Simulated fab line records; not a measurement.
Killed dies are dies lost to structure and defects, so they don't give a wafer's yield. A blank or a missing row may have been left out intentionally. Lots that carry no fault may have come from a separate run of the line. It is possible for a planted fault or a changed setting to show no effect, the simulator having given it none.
Commonality check across tools	flow gf180mcu	13 lots and 39 wafers in the sample

WHY IT WAS OPENED
On 1 of the 13 lots, a flag is raised at GF_POLY_GATE_CD_MEAS_10 on the reading cd_nm. No-fault wafers: 280.1 nm, standard deviation 1.2.
Rule: a lot is flagged when every wafer of it that has a number lies more than 4 standard deviations from that mean, or none has a number. As for the other lots, they are considered sound.

lot	measured	on	cd_nm (nm), wafer by wafer	flag
L492	day 8 23:26	cd_sem-01	281.0 280.9 280.1	
L493	day 9 22:32	cd_sem-02	281.0 279.7 280.9	
L495	day 10 05:52	cd_sem-01	280.5 281.2 281.7	
L496	day 10 11:55	cd_sem-02	266.1 264.8 266.0	FLAGGED
L497	day 10 16:13	cd_sem-01	279.2 279.8 280.4	
L506	day 13 12:52	cd_sem-01	278.8 279.4 281.0	
L508	day 13 21:13	cd_sem-01	280.2 279.8 280.2	
L509	day 14 14:04	cd_sem-02	282.1 282.1 281.1	
L510	day 14 23:49	cd_sem-02	278.9 278.6 279.2	
L511	day 15 04:54	cd_sem-02	280.7 279.8 280.8	
L513	day 15 14:17	cd_sem-01	279.5 278.9 278.7	
L514	day 15 17:44	cd_sem-01	281.1 281.0 281.0	
L515	day 15 23:04	cd_sem-02	279.7 279.7 279.5	
The numbers of the flagged lots are 265.6 nm on average: -14.5 nm against the usual, or -12 standard deviations.

WHICH TOOL RAN EACH LOT
The record holds 2 process steps before the reading, out of a route of 602 steps. Cell contents, in order: the tool; ch with the chambers the sampled wafers went through; the start.
lot	flag	GF_VT_IMPLANT_STRIP_20	GF_POLY_GATE_EXPOSE_07
L492		plasma_asher-02 ch 0,1, day 6 03:13	krf_scanner-02 ch 0, day 8 16:12
L493		plasma_asher-02 ch 0, day 6 20:49	krf_scanner-01 ch 0, day 9 13:36
L495		plasma_asher-01 ch 0, day 7 04:22	krf_scanner-02 ch 0, day 9 21:12
L496	FLAGGED	plasma_asher-02 ch 0,1, day 7 08:23	krf_scanner-01 ch 0, day 10 03:28
L497		plasma_asher-01 ch 0,1, day 7 15:11	krf_scanner-01 ch 0, day 10 07:43
L506		plasma_asher-02 ch 0,1, day 10 03:07	krf_scanner-01 ch 0, day 13 02:34
L508		plasma_asher-01 ch 0,1, day 10 09:50	krf_scanner-01 ch 0, day 13 11:23
L509		plasma_asher-02 ch 0,1, day 11 01:04	krf_scanner-02 ch 0, day 14 03:13
L510		plasma_asher-03 ch 0,1, day 11 08:23	krf_scanner-02 ch 0, day 14 13:37
L511		plasma_asher-02 ch 0,1, day 11 12:55	krf_scanner-01 ch 0, day 14 18:34
L513		plasma_asher-03 ch 0,1, day 11 23:05	krf_scanner-02 ch 0, day 15 03:41
L514		plasma_asher-02 ch 0,1, day 11 23:23	krf_scanner-02 ch 0, day 15 07:10
L515		plasma_asher-02 ch 0,1, day 12 06:17	krf_scanner-02 ch 0, day 15 12:46
These steps, and what they do:
- GF_VT_IMPLANT_STRIP_20: strips in O2/N2.
- GF_POLY_GATE_EXPOSE_07: exposes mask Poly2, target cd 280 nm.
- GF_POLY_GATE_CD_MEAS_10: target cd 280 nm.

FLAGGED OVER TOTAL, TOOL BY TOOL (the gauges that took the reading come last)
step	tool	lots run	flagged	share of the flagged lots	sound lots run after its first flagged lot
GF_VT_IMPLANT_STRIP_20	plasma_asher-01	3	0	none	-
GF_VT_IMPLANT_STRIP_20	plasma_asher-02	8	1	all	5 (L506,L509,L511,L514,L515)
GF_VT_IMPLANT_STRIP_20	plasma_asher-03	2	0	none	-
GF_POLY_GATE_EXPOSE_07	krf_scanner-01	6	1	all	4 (L497,L506,L508,L511)
GF_POLY_GATE_EXPOSE_07	krf_scanner-02	7	0	none	-
GF_POLY_GATE_CD_MEAS_10	cd_sem-01	7	0	none	-
GF_POLY_GATE_CD_MEAS_10	cd_sem-02	6	1	all	4 (L509,L510,L511,L515)

WHAT THE TABLE PERMITS
Every flagged lot was run by 3 rows of the table: plasma_asher-02 at GF_VT_IMPLANT_STRIP_20, krf_scanner-01 at GF_POLY_GATE_EXPOSE_07 and cd_sem-02 at GF_POLY_GATE_CD_MEAS_10.
- plasma_asher-02 at GF_VT_IMPLANT_STRIP_20: 1 of its 8 lots flagged. Sound lots followed the first flagged one (L506, L509, L511, L514, L515) on it, something a lasting fault affecting the whole tool could not allow.
- krf_scanner-01 at GF_POLY_GATE_EXPOSE_07: 1 of its 6 lots flagged. Sound lots followed the first flagged one (L497, L506, L508, L511) on it, something a lasting fault affecting the whole tool could not allow.
- cd_sem-02 at GF_POLY_GATE_CD_MEAS_10: 1 of its 6 lots flagged. Sound lots followed the first flagged one (L509, L510, L511, L515) on it, something a lasting fault affecting the whole tool could not allow.
There is no row in the table that ran each flagged lot and no sound lot after the first.

WHAT THE SIMULATOR HAD PUT IN
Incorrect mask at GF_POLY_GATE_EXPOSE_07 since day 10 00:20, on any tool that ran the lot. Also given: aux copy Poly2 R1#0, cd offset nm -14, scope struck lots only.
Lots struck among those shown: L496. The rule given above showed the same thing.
